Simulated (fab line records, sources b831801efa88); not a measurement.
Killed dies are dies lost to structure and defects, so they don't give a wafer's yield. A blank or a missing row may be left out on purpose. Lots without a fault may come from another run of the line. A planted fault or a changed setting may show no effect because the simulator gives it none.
One fault seen from 2 desks | flow sky130 | each desk has only its own numbers; what lay behind them comes last

THE TOOL OWNER'S DESK: pecvd-02
The tool's own readings at SKY_CAPM_CVD_00 (deposits SiO2, target thk 15.5 nm): means of the sampled wafers that have a number, for each lot that ran on this tool. A lot is out of limits, marked OUT, if its mean lies more than 4 standard deviations from the usual mean; the brackets give that distance.
Columns: A = heater_power_outer_w at SKY_CAPM_CVD_00, usual 432 W; B = heater_power_w at SKY_CAPM_CVD_00, usual 721 W; C = rf_fwd_power_W at SKY_CAPM_CVD_00, usual 441.8 W
lot  | first seen here | A   | B   | C
L681 | day 38 13:49    | 447 | 760 | 443.6
L684 | day 39 20:26    | 455 | 753 | 421.5 (-9.2) OUT
This desk's finding: out of limits on L684; first on L684, day 39 20:26 (rf_fwd_power_W at SKY_CAPM_CVD_00). In limits: L681.

THE METROLOGY DESK
What the gauges read, lot by lot, whatever tool the lot ran on: means of the sampled wafers that have a number. A lot is out of limits, marked OUT, if its mean lies more than 4 standard deviations from the usual mean; the brackets give that distance.
Columns: A = VIA2_W_THK at SKY_VIA2_THK_MEAS_23, usual 419 nm; B = CAPM_OVL at SKY_CAPM_OVL_MEAS_12, usual 1.2 nm
lot  | first seen here | A   | B
L676 | day 37 06:56    | 434 | 1.9
L681 | day 38 13:19    | 413 | 0.3
L684 | day 39 19:56    | 419 | 3.1
L686 | day 40 04:33    | 423 | -0.2
L688 | day 40 17:39    | 415 | 1.9
L690 | day 41 09:19    | 426 | 1.0
L692 | day 42 00:00    | 423 | 1.1
L693 | day 42 02:58    | 418 | -0.1
L694 | day 42 12:16    | 423 | -0.7
L695 | day 42 16:01    | 425 | -0.1
L696 | day 42 20:14    | 423 | -0.3
L697 | day 43 16:37    | 422 | 0.1
This desk's finding: nothing out of limits on any of the 12 lots.

PUT TOGETHER
The tool owner's desk could have raised an alarm at day 39 20:26, on L684.
The metrology desk saw nothing out of limits.
The metrology desk has L684 on record, within its limits.
Of the lots named, all ran SKY_CAPM_CVD_00 on pecvd-02.

WHAT THE SIMULATOR HAD PUT IN
Process parameter drift: pecvd-02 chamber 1, from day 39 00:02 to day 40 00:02, at SKY_CAPM_CVD_00. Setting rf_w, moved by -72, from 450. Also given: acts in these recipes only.
Lots struck among those shown: L684.
Hours from the fault's start to each desk's first reading out of limits: the tool owner's desk, 20.
